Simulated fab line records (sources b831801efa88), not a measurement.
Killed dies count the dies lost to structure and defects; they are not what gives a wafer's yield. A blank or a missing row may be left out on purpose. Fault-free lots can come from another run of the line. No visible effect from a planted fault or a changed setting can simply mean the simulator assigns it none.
A lot that was struck, set against a sound lot + flow sky130 + 27 out of 708 route steps
Sound: these wafers, L289.2, L289.3, L289.5. Wafers struck: L286.1, L286.5, L286.6. The cause is named last.
For every step that has rows: the tool of each side, followed by ch and its chambers, followed by its first start. Under that, the readings that differ: sound wafers + struck wafers + difference of the means + sigmas: that difference in standard deviations of wafers without a fault.
alike: readings whose means differ by less than 2 such deviations, and words and numbers that are the same on both sides. not compared: withheld readings, readings that some wafer has no value for, bounds like >300 that may hide the same value, and numbers for which the record gives no deviation and whose values overlap.
A row with sigmas, a row that says differs or no value, or rows on one side alone: a step with any of these is where the two part. Non-overlapping numbers with no deviation appear without sigmas and do not part them. A reading that every wafer of one side lacks parts them only if that side has two wafers or more.

first, 3 steps without rows for these wafers: SKY_LDD_N_EXPOSE_04 (exposes mask NTM, target cd 840 nm); SKY_LDD_N_PEB_05; SKY_LDD_N_DEVELOP_06 (develop time 60 s).
SKY_LDD_N_OVL_MEAS_07:
  sound on overlay-02 at day 25 21:29; struck on overlay-02 at day 24 18:13
  alike: LDD_N_OVL
then, 8 steps without rows for these wafers: SKY_LDD_N_IMPLANT_08; SKY_LDD_N_IMPLANT_09; SKY_LDD_N_IMPLANT_10; SKY_LDD_N_IMPLANT_11; SKY_LDD_N_IMPLANT_12; SKY_LDD_N_IMPLANT_13; SKY_LDD_N_IMPLANT_14; SKY_LDD_N_IMPLANT_15.
SKY_LDD_N_STRIP_16: strips in O2/N2.
  sound on plasma-asher-04 ch 0,1, day 25 22:46; struck on plasma-asher-03 ch 0,1, day 24 19:26
  no value came back on the struck wafers for any of 5 readings (chamber-pressure-mTorr (mTorr), drypump-motor-current-A (A) and others); on the sound wafers chamber-pressure-mTorr (mTorr) reads 1499 1499 1499
| reading                                    | sound | struck          | difference | sigmas |
|--------------------------------------------|-------|-----------------|------------|--------|
| model.NOVOLAK_of_LDD_N_COAT_02.thk-nm (nm) | 0 0 0 | 300.6 300.2 301 | +300.6     |        |
  not compared: rf-hours-counter-h
SKY_LDD_N_TW_MEAS_17:
  sound on film-metro-04 at day 25 22:53; struck on film-metro-04 at day 24 19:32
  alike: LDD_N_TW
then, 7 steps without rows for these wafers: SKY_LDD_P_DEHYDRATE_00 (time 60 s); SKY_LDD_P_HMDS_01 (prime time 60 s); SKY_LDD_P_COAT_02 (resist thk 1140 nm); SKY_LDD_P_SOFTBAKE_03 (time 60 s); SKY_LDD_P_EXPOSE_04 (exposes mask PSDM, target cd 380 nm); SKY_LDD_P_PEB_05; SKY_LDD_P_DEVELOP_06 (develop time 60 s).
SKY_LDD_P_CD_MEAS_07: the cd target is 380 nm.
  sound on cd-sem-01 at day 27 04:00; struck on cd-sem-01 at day 26 00:59
  alike: cd-nm
SKY_LDD_P_OVL_MEAS_08:
  sound on overlay-02 at day 27 04:07; struck on overlay-02 at day 26 01:06
  alike: LDD_P_OVL
next, for these wafers, 1 step has no rows: SKY_LDD_P_IMPLANT_09.
SKY_LDD_P_STRIP_10: strips in O2/N2.
  sound on plasma-asher-01 ch 0,1, day 27 04:17; struck on plasma-asher-02 ch 0,1, day 26 01:20
| reading                      | sound             | struck            | difference | sigmas      |
|------------------------------|-------------------|-------------------|------------|-------------|
| strip-time-to-endpoint-s (s) | 14.23 14.15 14.17 | 18.76 18.74 18.72 | +4.56      | +99 or more |
  alike: chamber-pressure-mTorr, drypump-motor-current-A, oes-product-au
  not compared: rf-hours-counter-h
SKY_LDD_P_TW_MEAS_11:
  sound on film-metro-03 at day 27 04:24; struck on film-metro-02 at day 26 01:26
| reading  | sound       | struck   | difference | sigmas |
|----------|-------------|----------|------------|--------|
| LDD_P_TW | 637 637 638 | 30 30 30 | -607       | -93    |
then, 1 step without rows for these wafers: SKY_LDD_HVN_DEHYDRATE_00 (time 60 s).

## WHERE THEY PART
First at SKY_LDD_N_STRIP_16; last, within this record, at SKY_LDD_P_TW_MEAS_11.

WHY: the cause the simulator had injected
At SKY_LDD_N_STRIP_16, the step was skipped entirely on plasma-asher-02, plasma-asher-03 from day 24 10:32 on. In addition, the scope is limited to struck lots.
